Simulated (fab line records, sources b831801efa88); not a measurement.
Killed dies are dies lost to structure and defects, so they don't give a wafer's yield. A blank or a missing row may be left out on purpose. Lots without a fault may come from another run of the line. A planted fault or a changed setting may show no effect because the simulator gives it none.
A struck lot beside a sound one | flow sky130 | 44 steps out of a route of 708
Sound: wafers L201.1, L201.2, L201.6. Struck: wafers L198.2, L198.4, L198.5. The cause comes at the end.
At each step with rows: each side's tool, then ch and its chambers, then its first start. Under that, the readings that differ: sound wafers | struck wafers | difference of the means | sigmas: that difference in standard deviations of wafers without a fault.
alike: readings whose means differ by less than 2 such deviations, and words and numbers that are the same on both sides. not compared: withheld readings, readings that some wafer has no value for, bounds like >300 that may hide the same value, and numbers for which the record gives no deviation and whose values overlap.
The two part at a step that has a row with sigmas, a row that says differs or no value, or rows on one side only. Numbers that don't overlap but have no deviation are shown without sigmas and don't part them. A reading that every wafer of one side lacks parts them only if that side has two wafers or more.

first, 2 steps without rows for these wafers: SKY_DNWELL_DEVELOP_06 (develop time 60 s); SKY_DNWELL_IMPLANT_07.
SKY_DNWELL_STRIP_08: strips in O2/N2.
  sound on plasma_asher-04 ch 0,1, day 6 05:41; struck on plasma_asher-02 ch 0,1, day 5 20:46
  reading                      | sound             | struck            | difference | sigmas
  strip_time_to_endpoint_s (s) | 36.92 36.88 36.84 | 37.14 37.21 37.15 | +0.29      | +3
  alike: drypump_motor_current_A, oes_product_au
  not compared: rf_hours_counter_h
SKY_DNWELL_TW_MEAS_09:
  sound on film_metro-01, day 6 05:47; struck on film_metro-02, day 5 20:53
  alike: DNWELL_TW
then, 7 steps without rows for these wafers: SKY_PWDE_DEHYDRATE_00 (time 60 s); SKY_PWDE_HMDS_01 (prime time 60 s); SKY_PWDE_COAT_02 (resist thk 3000 nm); SKY_PWDE_SOFTBAKE_03; SKY_PWDE_EXPOSE_04 (exposes mask PWDEM, target cd 840 nm); SKY_PWDE_PEB_05; SKY_PWDE_DEVELOP_06 (develop time 60 s).
SKY_PWDE_OVL_MEAS_07:
  sound on overlay-02, day 7 00:56; struck on overlay-02, day 6 15:12
  alike: PWDE_OVL
SKY_PWDE_IMPLANT_08:
  sound on implanter-04 ch 0, day 7 00:59; struck on implanter-02 ch 0, day 6 15:15
  reading            | sound                         | struck                     | difference | sigmas
  dose_ions_cm2      | 3.605e+12 3.607e+12 3.607e+12 | 3.57e+11 3.62e+11 3.57e+11 | -3.25e+12  | -99 or more
  faraday_current_uA | 20.1 19.9 20.7                | 2.1 2.2 2.1                | -18.1      | -41
  alike: end_station_pressure_torr
SKY_PWDE_STRIP_09: strips in O2/N2.
  sound on plasma_asher-02 ch 0,1, day 7 01:08; struck on plasma_asher-03 ch 0,1, day 6 15:23
  reading                     | sound       | struck      | difference | sigmas
  drypump_motor_current_A (A) | 5.1 5.0 5.0 | 5.5 6.3 6.4 | +1.0       | +2
  alike: oes_product_au, strip_time_to_endpoint_s
  not compared: rf_hours_counter_h
SKY_PWDE_TW_MEAS_10:
  sound on film_metro-03, day 7 01:14; struck on film_metro-03, day 6 15:29
  reading | sound             | struck            | difference | sigmas
  PWDE_TW | 371.4 371.6 370.5 | 190.2 190.9 189.8 | -180.9     | -90
then, 7 steps without rows for these wafers: SKY_NWELL_DEHYDRATE_03 (time 60 s); SKY_NWELL_HMDS_04 (prime time 60 s); SKY_NWELL_COAT_05 (resist thk 3000 nm); SKY_NWELL_SOFTBAKE_06; SKY_NWELL_EXPOSE_07 (exposes mask NWM, target cd 840 nm); SKY_NWELL_PEB_08; SKY_NWELL_DEVELOP_09 (develop time 60 s).
SKY_NWELL_OVL_MEAS_10:
  sound on overlay-01, day 7 20:53; struck on overlay-02, day 7 10:57
  alike: NWELL_00_OVL
then, 3 steps without rows for these wafers: SKY_NWELL_IMPLANT_11; SKY_NWELL_IMPLANT_12; SKY_NWELL_IMPLANT_13.
SKY_NWELL_STRIP_14: strips in O2/N2.
  sound on plasma_asher-03 ch 0,1, day 7 21:23; struck on plasma_asher-02 ch 1, day 7 11:26
  alike: drypump_motor_current_A, oes_product_au, strip_time_to_endpoint_s
  not compared: rf_hours_counter_h
SKY_NWELL_TW_MEAS_15:
  sound on film_metro-03, day 7 21:29; struck on film_metro-02, day 7 11:32
  reading  | sound          | struck         | difference | sigmas
  NWELL_TW | 1798 1797 1807 | 1821 1815 1827 | +20        | +2
then, 7 steps without rows for these wafers: SKY_NWELL_DEHYDRATE_16 (time 60 s); SKY_NWELL_HMDS_17 (prime time 60 s); SKY_NWELL_COAT_18 (resist thk 3000 nm); SKY_NWELL_SOFTBAKE_19; SKY_NWELL_EXPOSE_20 (exposes mask NWM COMPLEMENT, target cd 840 nm); SKY_NWELL_PEB_21; SKY_NWELL_DEVELOP_22 (develop time 60 s).
SKY_NWELL_OVL_MEAS_23:
  sound on overlay-01, day 8 16:50; struck on overlay-02, day 8 07:06
  alike: NWELL_01_OVL
then, 1 step without rows for these wafers: SKY_NWELL_IMPLANT_24.
SKY_NWELL_STRIP_25: strips in O2/N2.
  sound on plasma_asher-02 ch 0,1, day 8 17:02; struck on plasma_asher-04 ch 0,1, day 8 07:17
  alike: drypump_motor_current_A, oes_product_au, strip_time_to_endpoint_s
  not compared: rf_hours_counter_h
SKY_NWELL_TW_MEAS_26:
  sound on film_metro-01, day 8 17:08; struck on film_metro-03, day 8 07:23
  reading    | sound             | struck            | difference | sigmas
  NWELL_2_TW | 488.2 490.2 486.5 | 495.1 496.1 494.8 | +7.0       | +2
then, 1 step without rows for these wafers: SKY_NWELL_CLEAN_27 (cleans in SC1/SC2, time 150 s).
SKY_NWELL_RTA_28: time 30 s.
  sound on rtp_anneal-01 ch 0, day 8 17:14; struck on rtp_anneal-01 ch 0, day 8 07:30
  alike: lamp_power_pct, wafer_temp_C_max
SKY_NWELL_RS_MEAS_29: measures by four-point-probe.
  sound on film_metro-03, day 8 17:20; struck on film_metro-01, day 8 07:37
  alike: NWELL_RS
SKY_NWELL_RS_MEAS_31: measures by four-point-probe.
  sound on film_metro-03, day 8 17:35; struck on film_metro-01, day 8 07:51
  reading          | sound          | struck | difference                    | sigmas
  PWDE_RS (ohm/sq) | 5285 5272 5271 | - - -  | no value on the struck wafers |
-- the record jumps here: 40 days lie between the struck wafers' starts before and after (it left off in module NWELL and takes up again in module PAD_OPEN, whose first step shown is number 708 of the route) --
SKY_PAD_OPEN_PROBE_99:
  the record has rows for the struck wafers here (prober-02, day 48 17:34) and none for the sound ones

WHERE THEY PART
First at SKY_DNWELL_STRIP_08; last, within this record, at SKY_PAD_OPEN_PROBE_99.

WHY: what the simulator had put in
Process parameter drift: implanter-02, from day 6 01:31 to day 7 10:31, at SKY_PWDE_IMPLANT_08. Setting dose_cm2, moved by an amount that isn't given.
